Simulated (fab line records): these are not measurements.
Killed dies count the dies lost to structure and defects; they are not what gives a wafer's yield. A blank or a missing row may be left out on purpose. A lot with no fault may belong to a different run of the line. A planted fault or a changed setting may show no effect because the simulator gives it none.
Which tool did it? -- flow gf180mcu -- 12 lots, 36 wafers sampled, at 3 steps of a route of 602

== WHAT THE GAUGES SHOWED, per wafer ==
GF_CONTACT_THK_MEAS_03.
lot,measured,on,CONTACT_CVD_02_THK (nm)
L075,day 15 20:19,film-metro-01,841 841 832
L077,day 16 19:44,film-metro-01,859 862 873
L079,day 17 04:20,film-metro-01,846 846 871
L081,day 18 02:28,film-metro-04,835 851 855
L083,day 18 14:27,film-metro-04,830 834 843
L085,day 19 16:11,film-metro-01,851 865 859
L087,day 20 10:05,film-metro-02,840 845 853
L089,day 20 23:41,film-metro-02,836 844 848
L091,day 21 16:34,film-metro-04,837 844 853
L093,day 22 07:14,film-metro-01,854 858 869
L095,day 22 20:58,film-metro-01,865 863 858
L097,day 23 07:50,film-metro-01,820 848 842

== WHICH TOOL RAN EACH LOT (tool, then ch and the chambers of the sampled wafers, then the start) ==
lot,GF_NWELL_STRIP_10,GF_SALICIDE_SPUTTER_02
L075,"plasma-asher-02 ch 0,1, day 3 16:14","pvd-sputter-04, day 15 19:37"
L077,"plasma-asher-02 ch 0,1, day 4 04:25","pvd-sputter-04, day 16 19:02"
L079,"plasma-asher-02 ch 0,1, day 4 11:16","pvd-sputter-03, day 17 03:38"
L081,"plasma-asher-04 ch 0,1, day 5 00:25","pvd-sputter-04, day 18 01:46"
L083,"plasma-asher-04 ch 0,1, day 5 08:34","pvd-sputter-03, day 18 13:44"
L085,"plasma-asher-01 ch 0,1, day 5 21:41","pvd-sputter-01, day 19 15:29"
L087,"plasma-asher-04 ch 0,1, day 6 07:53","pvd-sputter-01, day 20 09:23"
L089,"plasma-asher-01 ch 0,1, day 6 19:52","pvd-sputter-03, day 20 22:59"
L091,"plasma-asher-04 ch 0,1, day 7 06:40","pvd-sputter-01, day 21 15:50"
L093,"plasma-asher-02 ch 0,1, day 7 16:14","pvd-sputter-01, day 22 06:31"
L095,"plasma-asher-02 ch 0,1, day 8 02:38","pvd-sputter-01, day 22 20:14"
L097,"plasma-asher-02 ch 0,1, day 8 13:26","pvd-sputter-03, day 23 07:08"
- GF_NWELL_STRIP_10: strips in O2/N2.
- GF_SALICIDE_SPUTTER_02: material Co, target thk 10 nm, time 20 s.

== THE ANSWER, worked out from the rows above alone ==
Rule: what is usual is taken from the lots themselves. Put in order of their means at a reading, lots are off if they are a third of the lots or fewer, leave a main group of 4 or more, and stand apart from it by a gap of 3 or more times the standard deviation of the main group's means; of several such gaps the widest counts. A main group is skipped when, at the precision printed for the reading in the tables above, its means are all equal. Also off: a lot with no number at a reading for which 4 or more lots have one. Where the step has rows for the other lots, those lots are counted as sound.
None of the lots is off at any reading shown; this tells nothing.

== WHAT THE SIMULATOR HAD INSERTED ==
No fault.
